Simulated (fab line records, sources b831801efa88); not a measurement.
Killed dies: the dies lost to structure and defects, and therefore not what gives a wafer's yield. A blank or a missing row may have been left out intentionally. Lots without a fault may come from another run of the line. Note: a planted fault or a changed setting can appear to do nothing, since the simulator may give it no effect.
A lot that was struck, set against a sound lot -- flow sky130 -- 36 steps out of a route of 708
Sound: the wafers L389.1, L389.2, L389.3. Wafers struck: L378.1, L378.2, L378.4. Last of all comes the cause.
For every step that has rows: the tool of each side, followed by ch and its chambers, followed by its first start. Under that, the readings that differ: sound wafers -- struck wafers -- difference of the means -- sigmas: that difference in standard deviations of wafers without a fault.
alike: same words and numbers on both sides, and readings whose means sit less than 2 such deviations apart. not compared: any withheld reading, any reading some wafer has no value for, any bound like >300 that may hide the same value, and any number with overlapping values for which the record gives no deviation.
The two part at a step that has a row with sigmas, a row that says differs or no value, or rows on one side only. Numbers that have no deviation but don't overlap get no sigmas and don't part them. Lack of a reading on every wafer of one side parts them only where that side has two or more wafers.

first, 10 steps without rows for these wafers: SKY_METAL4_PEB_11; SKY_METAL4_DEVELOP_12 (develop time 60 s); SKY_METAL4_DESCUM_15 (chemistry O2, time 8 s); SKY_METAL4_ETCH_16 (etches BARC in N2/H2, stops on SiO2, time 88.2 s, target depth 60 nm); SKY_METAL4_ETCH_17 (etches SiO2 in C4F8/O2/Ar, stops on TiN, time 3.9 s, target depth 15 nm); SKY_METAL4_METAL_ETCH_18 (etches the open film in Cl2/BCl3, stops on SiO2, target depth 845 nm, time 183.1 s); SKY_METAL4_STRIP_19 (strips in O2/N2); SKY_METAL4_STRIP_20 (strips in post etch residue remover, time 1200 s); SKY_METAL4_CLEAN_21 (cleans in IPA, time 180 s); SKY_METAL4_CLEAN_22 (cleans in O3/DIW).
SKY_VIA4_HDPCVD_00: deposits SiO2, target thk 1750 nm, time 291.7 s.
  sound on hdpcvd-01 ch 0,1,2, day 48 10:32; struck on hdpcvd-01 ch 0,2, day 45 07:59
reading,sound,struck,difference,sigmas
model.SiO2_of_VIA4_HDPCVD_00.thk nm (nm),1704 1732 1704,484.2 521.2 508.5,-1208.7,
SKY_VIA4_THK_MEAS_01:
  sound on film metro-04, day 48 10:43; struck on film metro-02, day 45 08:15
reading,sound,struck,difference,sigmas
VIA4_HDPCVD_THK (nm),1705 1733 1705,484 521 508,-1210,-60
then, 8 steps without rows for these wafers: SKY_VIA4_CMP_02 (polishes SiO2); SKY_VIA4_DEHYDRATE_04 (time 60 s); SKY_VIA4_HMDS_05 (prime time 60 s); SKY_VIA4_COAT_06 (resist thk 1140 nm); SKY_VIA4_SOFTBAKE_07 (time 60 s); SKY_VIA4_EXPOSE_08 (exposes mask VIM4, target cd 800 nm); SKY_VIA4_PEB_09; SKY_VIA4_DEVELOP_10 (develop time 60 s).
SKY_VIA4_ETCH_12: etches SiO2 in C4F8/O2/Ar, stops on TiN, target depth 580 nm.
  sound on rie diel-01 ch 0,1,3, day 49 05:17; struck on rie diel-04 ch 0,1,2, day 46 05:01
reading,sound,struck,difference,sigmas
oes product au (a.u.),0.933 0.934 0.928,0.831 0.871 0.865,-0.076,-17
model.etch.depth nm (nm),581.4 582.1 580.7,484.2 521.2 508.5,-76.8,
model.VIA4.feature depth nm (nm),581.4 582.1 580.7,484.2 521.2 508.5,-76.8,
then, 13 steps without rows for these wafers: SKY_VIA4_STRIP_13 (strips in O2/N2); SKY_VIA4_STRIP_14 (strips in post etch residue remover, time 1200 s); SKY_VIA4_CLEAN_15 (cleans in IPA, time 180 s); SKY_VIA4_CLEAN_16 (cleans in O3/DIW); SKY_VIA4_SPUTTER_17 (material TiN, target thk 20 nm, time 80 s); SKY_VIA4_CVD_18 (deposits W, target thk 505 nm, time 152.14 s); SKY_VIA4_CMP_21 (polishes, stops on SiO2, t overpolish 25 s, target thk 0 nm); SKY_METAL5_SPUTTER_00 (material Ti, target thk 15 nm, time 10 s); SKY_METAL5_SPUTTER_01 (material TiN, target thk 20 nm, time 16.7 s); SKY_METAL5_SPUTTER_02 (material AlCu, target thk 1150 nm, time 61.2 s); SKY_METAL5_SPUTTER_03 (material Ti, target thk 5 nm, time 3.3 s); SKY_METAL5_SPUTTER_04 (material TiN, target thk 70 nm, time 58.3 s); SKY_METAL5_DEHYDRATE_07 (time 60 s).
SKY_METAL5_METAL_ETCH_15: etches the open film in Cl2/BCl3, stops on SiO2, target depth 1260 nm, time 252 s.
  sound on rie metal-01 ch 0,1, day 50 00:49; struck on rie metal-04 ch 0,1, day 47 03:43
reading,sound,struck,difference,sigmas
model.SiO2_of_VIA4_HDPCVD_00.thk nm (nm),550.7 551.4 549.7,452.6 490.6 477,-77.2,
  alike: drypump motor current A, oes product au, throttle valve pct
  not compared: rf hours counter h
SKY_PAD_OPEN_PROBE_99:
  sound on prober-02, day 51 11:38; struck on prober-01, day 48 21:29
reading,sound,struck,difference,sigmas
model.etest.tester.sort n pass,400 408 403,215 220 223,-184,
model.etest.tester.sort yield pct (%),81.3 82.93 81.91,43.7 44.72 45.33,-37.5,
model.etest.tester.sort_bin_3_pct (%),1.016 1.22 0.813,39.23 37.6 38.61,+37.46,
model.etest.met5 comb.leak log10 a um,-12.03 -12.08 -12.11,-6.888 -7.034 -7.113,+5.062,
model.etest.tester.sort_bin_8_pct (%),0 0 0,1.436e-05 4.626e-07 5.084e-05,+2.189e-05,
  alike: defect limited yield, killed_at_M0_to_M3, killed_at_M4_up, killed at contacts, killed at front end, killed at other, killed dies, killed on rim, killed open, killed short

== WHERE THEY PART ==
First at SKY_VIA4_THK_MEAS_01; last, within this record, at SKY_VIA4_ETCH_12. Later steps at which nothing parts them and some readings are alike: SKY_METAL5_METAL_ETCH_15, SKY_PAD_OPEN_PROBE_99.

WHY: whatever the simulator had introduced
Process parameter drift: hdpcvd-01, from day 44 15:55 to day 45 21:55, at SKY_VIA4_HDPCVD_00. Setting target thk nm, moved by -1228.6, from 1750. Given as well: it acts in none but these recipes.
